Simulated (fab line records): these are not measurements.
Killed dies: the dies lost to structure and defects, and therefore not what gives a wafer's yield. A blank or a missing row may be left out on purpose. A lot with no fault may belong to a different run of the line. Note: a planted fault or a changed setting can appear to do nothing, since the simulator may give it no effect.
Which tool did it? / flow gf180mcu / 13 lots with 39 wafers sampled at 4 steps, on a route of 602 steps

WHAT EACH GAUGE READ, for each wafer
GF_CONTACT_OVL_MEAS_15.
lot=L567; measured=day 16 19:58; on=overlay-02; CONTACT_OVL (nm)=9 11 7
lot=L569; measured=day 17 15:08; on=overlay-01; CONTACT_OVL (nm)=-6 8 3
lot=L570; measured=day 18 01:09; on=overlay-02; CONTACT_OVL (nm)=-1 0 -2
lot=L572; measured=day 18 15:53; on=overlay-01; CONTACT_OVL (nm)=-6 -7 -7
lot=L573; measured=day 19 04:13; on=overlay-01; CONTACT_OVL (nm)=-10 -13 -11
lot=L576; measured=day 20 01:57; on=overlay-02; CONTACT_OVL (nm)=-1 -5 5
lot=L579; measured=day 21 07:29; on=overlay-01; CONTACT_OVL (nm)=-2 -1 -4
lot=L580; measured=day 21 23:41; on=overlay-02; CONTACT_OVL (nm)=-3 -8 -1
lot=L582; measured=day 22 09:22; on=overlay-01; CONTACT_OVL (nm)=4 -4 1
lot=L583; measured=day 22 20:31; on=overlay-01; CONTACT_OVL (nm)=-4 -3 9
lot=L585; measured=day 23 10:22; on=overlay-01; CONTACT_OVL (nm)=-3 -11 -10
lot=L586; measured=day 23 18:10; on=overlay-02; CONTACT_OVL (nm)=1 -7 -9
lot=L588; measured=day 24 03:35; on=overlay-01; CONTACT_OVL (nm)=3 -1 3

GF_M1_THK_MEAS_06: measures by xrf.
lot=L567; measured=day 16 21:29; on=filmMetro-03; M1_ALCU_THK (nm)=439 446 447
lot=L569; measured=day 17 16:38; on=filmMetro-03; M1_ALCU_THK (nm)=449 452 445
lot=L570; measured=day 18 02:48; on=filmMetro-04; M1_ALCU_THK (nm)=438 446 439
lot=L572; measured=day 18 17:26; on=filmMetro-03; M1_ALCU_THK (nm)=457 452 453
lot=L573; measured=day 19 05:48; on=filmMetro-02; M1_ALCU_THK (nm)=445 448 448
lot=L576; measured=day 20 03:29; on=filmMetro-02; M1_ALCU_THK (nm)=448 448 439
lot=L579; measured=day 21 09:01; on=filmMetro-03; M1_ALCU_THK (nm)=452 445 449
lot=L580; measured=day 22 01:13; on=filmMetro-04; M1_ALCU_THK (nm)=441 447 447
lot=L582; measured=day 22 10:55; on=filmMetro-02; M1_ALCU_THK (nm)=441 444 434
lot=L583; measured=day 22 22:03; on=filmMetro-03; M1_ALCU_THK (nm)=447 439 452
lot=L585; measured=day 23 11:53; on=filmMetro-02; M1_ALCU_THK (nm)=439 444 444
lot=L586; measured=day 24 05:01; on=filmMetro-03; M1_ALCU_THK (nm)=446 454 446
lot=L588; measured=day 24 05:25; on=filmMetro-03; M1_ALCU_THK (nm)=453 457 449

GF_V1_THK_MEAS_03.
lot=L567; measured=day 17 21:12; on=filmMetro-02; V1_CVD_02_THK (nm)=839 843 833
lot=L569; measured=day 18 16:26; on=filmMetro-03; V1_CVD_02_THK (nm)=842 843 854
lot=L570; measured=day 19 03:43; on=filmMetro-02; V1_CVD_02_THK (nm)=865 855 882
lot=L572; measured=day 19 18:01; on=filmMetro-03; V1_CVD_02_THK (nm)=852 853 869
lot=L573; measured=day 20 07:25; on=filmMetro-02; V1_CVD_02_THK (nm)=847 861 855
lot=L576; measured=day 21 03:34; on=filmMetro-03; V1_CVD_02_THK (nm)=845 841 833
lot=L579; measured=day 22 08:54; on=filmMetro-01; V1_CVD_02_THK (nm)=807 809 831
lot=L580; measured=day 23 01:02; on=filmMetro-03; V1_CVD_02_THK (nm)=849 860 867
lot=L582; measured=day 23 10:08; on=filmMetro-03; V1_CVD_02_THK (nm)=852 854 865
lot=L583; measured=day 23 20:55; on=filmMetro-02; V1_CVD_02_THK (nm)=856 866 866
lot=L585; measured=day 24 10:36; on=filmMetro-01; V1_CVD_02_THK (nm)=853 851 869
lot=L586; measured=day 25 03:53; on=filmMetro-03; V1_CVD_02_THK (nm)=857 857 875
lot=L588; measured=day 25 04:06; on=filmMetro-02; V1_CVD_02_THK (nm)=835 837 849

WHAT TOOL EACH LOT RAN ON (gives the tool, then ch and the chambers of the sampled wafers, and finally the start)
lot=L567; GF_V1_CVD_02=pecvd-03 ch 0,1,2, day 17 21:08
lot=L569; GF_V1_CVD_02=pecvd-03 ch 1,2, day 18 16:22
lot=L570; GF_V1_CVD_02=pecvd-02 ch 1,2, day 19 03:38
lot=L572; GF_V1_CVD_02=pecvd-02 ch 1,2, day 19 17:56
lot=L573; GF_V1_CVD_02=pecvd-03 ch 0,1, day 20 07:20
lot=L576; GF_V1_CVD_02=pecvd-03 ch 1,2, day 21 03:28
lot=L579; GF_V1_CVD_02=pecvd-01 ch 0,1, day 22 08:50
lot=L580; GF_V1_CVD_02=pecvd-02 ch 0,1, day 23 00:56
lot=L582; GF_V1_CVD_02=pecvd-02 ch 0,1,2, day 23 10:04
lot=L583; GF_V1_CVD_02=pecvd-02 ch 0,1,2, day 23 20:49
lot=L585; GF_V1_CVD_02=pecvd-02 ch 0,1,2, day 24 10:32
lot=L586; GF_V1_CVD_02=pecvd-02 ch 0,1, day 25 03:49
lot=L588; GF_V1_CVD_02=pecvd-01 ch 0,2, day 25 04:02
- GF_V1_CVD_02: deposits SiO2 from TEOS, target thk 850 nm, time 94.851 s.

WHAT THE TOOLS THEMSELVES READ (means of the sampled wafers that have a number; where no wafer has one, the mark that the record gives instead)
GF_V1_CVD_02.
lot=L567; tool=pecvd-03; heaterPowerW (W)=633
lot=L569; tool=pecvd-03; heaterPowerW (W)=638
lot=L570; tool=pecvd-02; heaterPowerW (W)=692
lot=L572; tool=pecvd-02; heaterPowerW (W)=573
lot=L573; tool=pecvd-03; heaterPowerW (W)=738
lot=L576; tool=pecvd-03; heaterPowerW (W)=695
lot=L579; tool=pecvd-01; heaterPowerW (W)=635
lot=L580; tool=pecvd-02; heaterPowerW (W)=615
lot=L582; tool=pecvd-02; heaterPowerW (W)=680
lot=L583; tool=pecvd-02; heaterPowerW (W)=614
lot=L585; tool=pecvd-02; heaterPowerW (W)=714
lot=L586; tool=pecvd-02; heaterPowerW (W)=711
lot=L588; tool=pecvd-01; heaterPowerW (W)=760

THE ANSWER, worked out from the rows above alone
Rule: usual is defined by the lots themselves. Put in order of their means at a reading, lots are off if they are a third of the lots or fewer, leave a main group of 4 or more, and stand apart from it by a gap of 3 or more times the standard deviation of the main group's means; of several such gaps the widest counts. A main group whose means are all the same, to the digits that the tables above print for the reading, isn't used. Also off: a lot with no number at a reading for which 4 or more lots have one. Any other lot the step has rows for is counted as sound. Order of review: gauges by route order, followed by the tools' own readings, for which a lot's mean as printed above is used. At the first step where some lot is off, the reading lying furthest off is the one used; lots without a number count as furthest.
No lot is off at any reading shown: from this, nothing can be told.

WHAT THE SIMULATOR HAD PUT IN
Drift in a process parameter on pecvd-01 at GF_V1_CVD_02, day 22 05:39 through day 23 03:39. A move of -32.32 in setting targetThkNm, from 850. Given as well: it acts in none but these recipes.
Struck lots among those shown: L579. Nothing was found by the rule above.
